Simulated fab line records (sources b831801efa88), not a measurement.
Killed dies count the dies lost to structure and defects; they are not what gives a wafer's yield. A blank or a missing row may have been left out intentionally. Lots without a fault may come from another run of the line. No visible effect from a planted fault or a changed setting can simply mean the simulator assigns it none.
A struck lot beside a sound one -- flow gf180mcu -- 15 steps out of a route of 602
Sound: wafers L984.2, L984.4, L984.5. Struck: wafer L992.2. The cause comes at the end.
Per side, at each step with rows, come the tool, then ch with its chambers, and then its first start. Under that, the readings that differ: sound wafers -- struck wafers -- difference of the means -- sigmas: that difference in standard deviations of wafers without a fault.
alike: a reading whose means differ by less than 2 such deviations, as well as words and numbers matching on both sides. not compared: withheld readings; readings where some wafer has no value; bounds like >300 that might hide an equal value; numbers whose values overlap and for which the record gives no deviation.
The two part at a step that has a row with sigmas, a row that says differs or no value, or rows on one side only. Non-overlapping numbers with no deviation appear without sigmas and do not part them. A reading missing from all wafers of one side parts the sides only when that side holds two or more wafers.

first, 5 steps without rows for these wafers: GF_V4_COAT_09 (resist thk 1000 nm); GF_V4_SOFTBAKE_10 (time 60 s); GF_V4_EXPOSE_11 (exposes mask Via4, target cd 260 nm); GF_V4_PEB_12 (peb time 90 s); GF_V4_DEVELOP_13 (develop time 60 s).
GF_V4_CD_MEAS_14 targets a cd of 260 nm.
  sound on cd_sem-01 at day 27 00:14; struck on cd_sem-01 at day 29 16:45
  alike: cd_nm
GF_V4_OVL_MEAS_15:
  sound on overlay-02 at day 27 00:20; struck on overlay-01 at day 29 16:52
  alike: V4_OVL
GF_V4_ETCH_16: etches BARC in N2/H2.
  sound on rie_diel-02 ch 0,1, day 27 00:22; struck on rie_diel-01 ch 3, day 29 16:53
  alike: drypump_motor_current_A, h2_flow_sccm, oes_product_au, rf_fwd_power_W, throttle_valve_pct
GF_V4_ETCH_17: etches SiO2 in C4F8/O2/Ar, stops on TiN, target depth 630 nm.
  sound on rie_diel-02 ch 0,1; struck on rie_diel-01 ch 3
  alike: oes_product_au, rf_fwd_power_W
GF_V4_STRIP_18: strips in O2/N2.
  sound on plasma_asher-03 ch 0,1, day 27 00:30; struck on plasma_asher-02 ch 1, day 29 17:01
reading,sound,struck,difference,sigmas
heater_power_w (W),313 311 315,409,+96,+3
  alike: drypump_motor_current_A, oes_product_au
  not compared: rf_hours_counter_h
then, 2 steps without rows for these wafers: GF_V4_STRIP_19 (strips in post etch residue remover, time 1200 s); GF_V4_CLEAN_20 (cleans in DIW).
GF_V4_SPUTTER_21: material Ti, target thk 15 nm, time 80.02 s.
  sound on pvd_sputter-03 at day 27 01:02; struck on pvd_sputter-03 at day 29 17:36
reading,sound,struck,difference,sigmas
chamber_pressure_pa (Pa),4.989 4.986 4.984,5.695,+0.709,+74
throttle_valve_pct (%),29.6 29.8 29.5,28.0,-1.6,-3
model.Ti_of_V4_SPUTTER_21.thk_nm (nm),14.81 14.82 14.83,12.9,-1.9,
GF_V4_SPUTTER_22: material TiN, target thk 10 nm, time 40 s.
  sound on pvd_sputter-03 at day 27 01:06; struck on pvd_sputter-03 at day 29 17:40
  alike: chamber_pressure_pa, throttle_valve_pct
-- the record jumps here: 4 days lie between the struck wafers' starts before and after (it left off in module V4 and takes up again in module PASSIVATION, whose first step shown is number 602 of the route) --
GF_PASSIVATION_PROBE_99:
  record: rows for the struck wafers here (prober-01, day 33 14:23), none for the sound ones

WHERE THEY PART
At GF_V4_STRIP_18 first; at GF_PASSIVATION_PROBE_99 last (within this record only).

WHY: what had been put in by the simulator
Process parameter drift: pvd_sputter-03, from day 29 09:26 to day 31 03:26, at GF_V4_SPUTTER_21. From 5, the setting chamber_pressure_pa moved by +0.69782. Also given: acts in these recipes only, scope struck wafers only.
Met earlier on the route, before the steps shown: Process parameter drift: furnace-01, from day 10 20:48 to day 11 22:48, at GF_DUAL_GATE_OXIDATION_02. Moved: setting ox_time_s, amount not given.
